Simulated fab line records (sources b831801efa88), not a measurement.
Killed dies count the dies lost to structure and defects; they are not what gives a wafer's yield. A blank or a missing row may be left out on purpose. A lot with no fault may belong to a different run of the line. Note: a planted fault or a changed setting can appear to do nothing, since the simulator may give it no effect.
fab line records	flow gf180mcu
[record] lots = 13	wafers = 39	last_day = 34
route steps=602 shown STI@3 NWELL@50
lots that met no fault: taken from a fault-free run of the same line
start_h: hours from the record's opening day to when the first of the lot's shown wafers began	wait_h: hours elapsed since this lot's preceding step	" as in the row above	L1.1+2: several wafers, shown together as one row	- no value, or no start given	* or withheld: withheld	< > ~ a bound
route shown NAME@n: NAME is a module with steps in the file, n the number in the route of the first one	usual: mean and standard deviation over wafers with no fault	same: alike in all rows	chamber/n: place in a boat	sites: per-site readings	_std_site: standard deviation of those values	_edge_site: mean of outer sites minus mean of inner sites	radius_mm: for every site, how far away it sits from the centre of the wafer	mask NAME#n: copy n	behind: the last tool/chamber to shape the wafer	hold: the reason the lot was held/the length of the hold in hours/how it ended	device: the transistor (n, p or np) that didn't switch	end of line: tests run on the same wafers once the route is complete	a step without rows: its recipe alone	killed: at the first sort, the dies lost to defects and structure; wafer yield is something else	map: a wafer's dies, x killed, . not, _ none there
set.NAME: the setting as run; set.NAME@STEP: as run at that earlier step	model.NAME: the simulator's own value behind a step, which no gauge read
the route's steps for a sample of lots (tables are steps, rows are wafers)
services: when a tool's chamber went out of use (start_h, in hours from the record's first day, below 0 if earlier), for how many hours, and the reason
[[steps]]
[step GF_STI_THK_MEAS_02]
[recipe] reads = SiO2_of_STI_OXIDATION_01
[usual] STI_OXIDATION_THK = 10.05/0.18
lot.wafer	tool	chamber	start_h	wait_h	STI_OXIDATION_THK[nm]
L949.1	film_metro-02	-	11.51	0.0	9.93
L949.2	"	-	"	"	10.02
L949.5	"	-	"	"	10.13
L950.2	film_metro-03	-	17.01	0.0	9.94
L950.3	"	-	"	"	10.18
L950.6	"	-	"	"	10.16
L951.3	film_metro-03	-	21.58	0.0	9.76
L951.4	"	-	"	"	9.81
L951.5	"	-	"	"	10.06
L952.1	film_metro-02	-	26.51	0.0	10.05
L952.2	"	-	"	"	9.92
L952.4	"	-	"	"	9.95
L953.2	film_metro-03	-	32.70	0.0	10.06
L953.3	"	-	"	"	10.23
L953.6	"	-	"	"	10.15
L954.1	film_metro-02	-	36.51	0.0	10.32
L954.4	"	-	"	"	10.12
L954.5	"	-	"	"	10.15
L955.1	film_metro-04	-	42.56	0.0	10.17
L955.2	"	-	"	"	10.20
L955.5	"	-	"	"	10.18
L956.1	film_metro-02	-	46.94	0.0	9.90
L956.3	"	-	"	"	9.75
L956.5	"	-	"	"	9.80
L957.1	film_metro-03	-	51.51	0.0	9.59
L957.3	"	-	"	"	9.80
L957.5	"	-	"	"	9.83
L958.2	film_metro-04	-	56.52	0.0	9.96
L958.3	"	-	"	"	9.86
L958.5	"	-	"	"	9.87
L964.4	film_metro-02	-	86.54	0.0	9.91
L964.5	"	-	"	"	9.99
L964.6	"	-	"	"	10.07
L969.2	film_metro-04	-	113.02	0.0	9.80
L969.4	"	-	"	"	9.88
L969.5	"	-	"	"	9.81
L971.1	film_metro-04	-	121.51	0.0	10.42
L971.2	"	-	"	"	10.32
L971.3	"	-	"	"	10.22
[step GF_STI_ETCH_13]
[recipe] chemistry = CHF3/O2	stop_on = Si	over_etch_frac = 0.3	target_depth_a = 2823.1	source_w = 600	bias_w = 200	pressure_mtorr = 40	chf3_flow_sccm = 50	O2_flow_sccm = 5	time_s = 112.9
[usual] drypump_motor_current_A = 5.7/0.43	oes_product_au = 0.832/0.0064	throttle_valve_pct = 8.810/0.0097
lot.wafer	tool	chamber	start_h	wait_h	drypump_motor_current_A	oes_product_au	rf_hours_counter_h	throttle_valve_pct
L949.1	rie_diel-01	3	25.59	0.1	5.8	0.838	64	8.811
L949.2	"	1	"	"	6.0	0.830	146	8.815
L949.5	"	3	"	"	5.8	0.837	-	8.796
L950.2	rie_diel-02	1	31.87	0.1	5.9	0.823	154	8.801
L950.3	"	2	"	"	5.0	0.833	149	8.793
L950.6	"	1	"	"	5.9	0.836	-	8.828
L951.3	rie_diel-01	0	36.94	0.1	5.8	0.844	4	8.804
L951.4	"	0	"	"	5.7	0.834	-	8.820
L951.5	"	3	"	"	5.8	0.836	-	8.812
L952.1	rie_diel-03	2	40.07	0.1	6.4	0.831	1	8.791
L952.2	"	1	"	"	6.0	0.821	5	8.793
L952.4	"	0	"	"	5.6	0.833	29	8.822
L953.2	rie_diel-02	1	46.57	0.1	5.9	0.826	155	8.819
L953.3	"	2	"	"	5.0	0.828	149	8.800
L953.6	"	0	"	"	5.3	0.828	-	8.817
L954.1	rie_diel-01	3	50.72	0.1	5.8	0.848	65	8.807
L954.4	"	1	"	"	6.0	0.834	147	8.807
L954.5	"	3	"	"	5.8	0.836	-	8.801
L955.1	rie_diel-02	2	56.97	0.1	5.0	0.820	149	8.825
L955.2	"	1	"	"	5.9	0.826	155	8.800
L955.5	"	0	"	"	5.3	0.827	-	8.796
L956.1	rie_diel-01	1	62.21	0.1	6.0	0.829	148	8.808
L956.3	"	2	"	"	6.2	0.827	108	8.817
L956.5	"	3	"	"	5.8	0.821	-	8.799
L957.1	rie_diel-02	1	66.21	0.1	5.9	0.834	155	8.806
L957.3	"	2	"	"	5.0	0.828	149	8.812
L957.5	"	2	"	"	5.0	0.831	-	8.811
L958.2	rie_diel-02	3	72.01	0.1	6.0	0.829	76	8.820
L958.3	"	1	"	"	5.9	0.836	155	8.802
L958.5	"	3	"	"	6.0	0.819	-	8.799
L964.4	rie_diel-03	3	103.17	0.0	4.8	0.839	12	8.802
L964.5	"	3	"	"	4.8	0.846	-	8.820
L964.6	"	0	"	"	5.6	0.835	-	8.803
L969.2	rie_diel-02	2	129.41	0.1	5.0	0.842	151	8.812
L969.4	"	3	"	"	6.0	0.839	77	8.833
L969.5	"	3	"	"	6.0	0.838	-	8.812
L971.1	rie_diel-02	1	138.92	0.1	5.9	0.831	157	8.825
L971.2	"	0	"	"	5.3	0.836	21	8.812
L971.3	"	3	"	"	6.0	0.834	77	8.818
[step GF_STI_THK_MEAS_24]
[recipe] reads = SiO2_of_STI_CVD_23
[usual] STI_CVD_23_THK = 649/6.9
lot.wafer	tool	chamber	start_h	wait_h	STI_CVD_23_THK[nm]
L949.1	film_metro-04	-	27.46	0.0	651
L949.2	"	-	"	"	661
L949.5	"	-	"	"	658
L950.2	film_metro-03	-	33.97	0.0	654
L950.3	"	-	"	"	661
L950.6	"	-	"	"	654
L951.3	film_metro-03	-	38.85	0.1	655
L951.4	"	-	"	"	653
L951.5	"	-	"	"	655
L952.1	film_metro-03	-	42.50	0.0	627
L952.2	"	-	"	"	636
L952.4	"	-	"	"	639
L953.2	film_metro-03	-	48.44	0.0	646
L953.3	"	-	"	"	651
L953.6	"	-	"	"	652
L954.1	film_metro-02	-	52.61	0.0	652
L954.4	"	-	"	"	638
L954.5	"	-	"	"	636
L955.1	film_metro-02	-	58.86	0.0	643
L955.2	"	-	"	"	641
L955.5	"	-	"	"	644
L956.1	film_metro-02	-	64.41	0.0	650
L956.3	"	-	"	"	638
L956.5	"	-	"	"	641
L957.1	film_metro-02	-	68.09	0.0	644
L957.3	"	-	"	"	644
L957.5	"	-	"	"	634
L958.2	film_metro-04	-	73.90	0.0	657
L958.3	"	-	"	"	650
L958.5	"	-	"	"	650
L964.4	film_metro-02	-	106.41	0.0	652
L964.5	"	-	"	"	652
L964.6	"	-	"	"	665
L969.2	film_metro-02	-	131.29	0.0	652
L969.4	"	-	"	"	652
L969.5	"	-	"	"	649
L971.1	film_metro-03	-	141.06	0.0	648
L971.2	"	-	"	"	646
L971.3	"	-	"	"	640
[step GF_NWELL_IMPLANT_08]
[recipe] species = P	energy_kev = 450	dose_cm2 = 1.5e+13	tilt_deg = 0
[usual] tilt_deg = 0.000/0.021
[same] implant_ion_amu = 31
lot.wafer	tool	chamber	start_h	wait_h	tilt_deg
L949.1	implanter-04	0	54.64	0.0	-0.020
L949.2	"	0	"	"	-0.009
L949.5	"	0	"	"	-0.030
L950.2	implanter-04	0	61.80	0.0	-0.022
L950.3	"	0	"	"	-0.041
L950.6	"	0	"	"	-0.012
L951.3	implanter-01	0	66.88	0.1	0.038
L951.4	"	0	"	"	0.010
L951.5	"	0	"	"	-0.010
L952.1	implanter-02	0	71.39	0.0	-0.009
L952.2	"	0	"	"	0.019
L952.4	"	0	"	"	-0.014
L953.2	implanter-04	0	77.20	0.0	0.019
L953.3	"	0	"	"	-0.010
L953.6	"	0	"	"	-0.002
L954.1	implanter-02	0	81.03	0.0	0.057
L954.4	"	0	"	"	0.044
L954.5	"	0	"	"	0.057
L955.1	implanter-02	0	88.23	0.0	0.013
L955.2	"	0	"	"	-0.017
L955.5	"	0	"	"	0.002
L956.1	implanter-01	0	93.34	0.0	0.015
L956.3	"	0	"	"	-0.029
L956.5	"	0	"	"	-0.012
L957.1	implanter-04	0	97.63	0.0	-0.015
L957.3	"	0	"	"	-0.018
L957.5	"	0	"	"	-0.023
L958.2	implanter-01	0	103.66	0.0	0.041
L958.3	"	0	"	"	0.032
L958.5	"	0	"	"	0.040
L958.2	implanter-01	0	103.98	0.3	0.016
L958.3	"	0	"	"	0.032
L958.5	"	0	"	"	0.018
L964.4	implanter-04	0	139.16	0.1	0.011
L964.5	"	0	"	"	-0.012
L964.6	"	0	"	"	-0.008
L969.2	implanter-01	0	164.71	0.0	0.014
L969.4	"	0	"	"	0.010
L969.5	"	0	"	"	-0.015
L969.2	implanter-01	0	165.02	0.3	-0.027
L969.4	"	0	"	"	-0.011
L969.5	"	0	"	"	-0.028
L971.1	implanter-04	0	175.88	0.0	-0.034
L971.2	"	0	"	"	-0.030
L971.3	"	0	"	"	-0.022
[step GF_NWELL_TW_MEAS_11]
[usual] NWELL_TW = 1559/7.1
lot.wafer	tool	chamber	start_h	wait_h	NWELL_TW
L949.1	film_metro-01	-	55.04	0.1	1566
L949.2	"	-	"	"	1567
L949.5	"	-	"	"	1568
L950.2	film_metro-04	-	62.19	0.1	1559
L950.3	"	-	"	"	1559
L950.6	"	-	"	"	1557
L951.3	film_metro-01	-	67.25	0.1	1562
L951.4	"	-	"	"	1565
L951.5	"	-	"	"	1567
L952.1	film_metro-02	-	71.79	0.1	1554
L952.2	"	-	"	"	1562
L952.4	"	-	"	"	1553
L953.2	film_metro-02	-	77.59	0.1	1558
L953.3	"	-	"	"	1563
L953.6	"	-	"	"	1561
L954.1	film_metro-02	-	81.43	0.1	1568
L954.4	"	-	"	"	1566
L954.5	"	-	"	"	1570
L955.1	film_metro-01	-	88.63	0.1	1558
L955.2	"	-	"	"	1561
L955.5	"	-	"	"	1556
L956.1	film_metro-01	-	93.74	0.1	1561
L956.3	"	-	"	"	1561
L956.5	"	-	"	"	1572
L957.1	film_metro-01	-	98.03	0.1	1565
L957.3	"	-	"	"	1559
L957.5	"	-	"	"	1557
L958.2	film_metro-01	-	104.36	0.1	1913
L958.3	"	-	"	"	1906
L958.5	"	-	"	"	1904
L964.4	film_metro-04	-	139.51	0.1	1552
L964.5	"	-	"	"	1547
L964.6	"	-	"	"	1552
L969.2	film_metro-02	-	165.41	0.1	1905
L969.4	"	-	"	"	1917
L969.5	"	-	"	"	1918
L971.1	film_metro-01	-	176.28	0.1	1563
L971.2	"	-	"	"	1560
L971.3	"	-	"	"	1554
[step GF_VT_IMPLANT_RS_MEAS_47]
[recipe] thk_meas_gauge = four-point-probe
[usual] NWELL_RS = 487.9/1.2
lot.wafer	tool	chamber	start_h	wait_h	NWELL_RS[ohm/sq]
L949.1	film_metro-04	-	155.47	0.1	486.9
L949.2	"	-	"	"	487.1
L949.5	"	-	"	"	488.7
L950.2	film_metro-01	-	164.09	0.1	488.2
L950.3	"	-	"	"	488.1
L950.6	"	-	"	"	488.9
L951.3	film_metro-04	-	169.66	0.1	488.9
L951.4	"	-	"	"	488.5
L951.5	"	-	"	"	488.8
L952.1	film_metro-02	-	175.81	0.1	489.0
L952.2	"	-	"	"	487.8
L952.4	"	-	"	"	487.8
L953.2	film_metro-02	-	184.08	0.1	486.8
L953.3	"	-	"	"	486.2
L953.6	"	-	"	"	486.1
L954.1	film_metro-01	-	189.91	0.1	488.0
L954.4	"	-	"	"	486.4
L954.5	"	-	"	"	487.3
L955.1	film_metro-04	-	197.81	0.1	488.8
L955.2	"	-	"	"	489.0
L955.5	"	-	"	"	488.6
L956.1	film_metro-04	-	205.16	0.1	487.1
L956.3	"	-	"	"	488.4
L956.5	"	-	"	"	487.5
L957.1	film_metro-02	-	209.87	0.1	486.7
L957.3	"	-	"	"	487.5
L957.5	"	-	"	"	487.6
L958.2	film_metro-04	-	217.58	0.1	348.8
L958.3	"	-	"	"	348.3
L958.5	"	-	"	"	349.6
L964.4	film_metro-02	-	262.32	0.1	486.3
L964.5	"	-	"	"	485.7
L964.6	"	-	"	"	487.3
L969.2	film_metro-04	-	295.82	0.1	349.0
L969.4	"	-	"	"	349.4
L969.5	"	-	"	"	348.9
L971.1	film_metro-04	-	310.06	0.1	490.1
L971.2	"	-	"	"	491.0
L971.3	"	-	"	"	488.6
[[services]]
tool	chamber	start_h	hours	kind
rie_diel-03	0	3.15	7.4	repair
rie_diel-03	1	14.52	15.6	repair
rie_diel-01	2	15.43	32.1	repair
implanter-04	-	34.49	4.2	repair
rie_diel-02	2	53.06	1.5	repair
rie_diel-03	1	72.58	2.8	repair
implanter-01	-	77.15	4.1	repair
rie_diel-02	0	81.47	3.9	repair
rie_diel-01	-	86.43	2.8	pm
rie_diel-01	1	89.96	3.9	repair
rie_diel-01	-	100.48	0.1	repair
implanter-01	-	112.21	4.6	pm
rie_diel-01	3	114.06	6.5	repair
rie_diel-02	2	135.70	5.7	repair
rie_diel-02	1	150.96	-	clean
rie_diel-02	1	150.96	27.9	scheduled_down
rie_diel-02	1	150.96	27.9	vent_cycle
implanter-02	-	159.34	2.1	repair
rie_diel-01	-	171.98	0.2	repair
rie_diel-02	0	172.52	5.7	repair
implanter-02	-	174.09	7.1	repair
[[key]]
[first_sign] step = GF_NWELL_IMPLANT_08	reading = visit	direction = added
[effect] step = GF_NWELL_TW_MEAS_11	reading = NWELL_TW	direction = up	sigmas = 49	usual = 1559	struck = 1910
[effect] step = GF_VT_IMPLANT_RS_MEAS_47	reading = NWELL_RS	direction = down	sigmas = 99+	usual = 487.9	struck = 349.0
met_at GF_NWELL_IMPLANT_08
struck_lots L958,L969
tester_left_out L958,L969
not_acting_at GF_STI_THK_MEAS_02,GF_STI_ETCH_13,GF_STI_THK_MEAS_24
[fault] kind = repeated_step_whole	tool = implanter-01,implanter-02,implanter-04	chamber = -	onset_h = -	steps = GF_NWELL_IMPLANT_08	times = 1	scope = struck_lots_only
// tester_left_out: of these lots the tester's yield and bins aren't shown, on N5 and GAA mostly nor the transistor test; their killed dies are dies lost to structure and defects alone, not to doping, threshold or leakage, so they don't give the yield
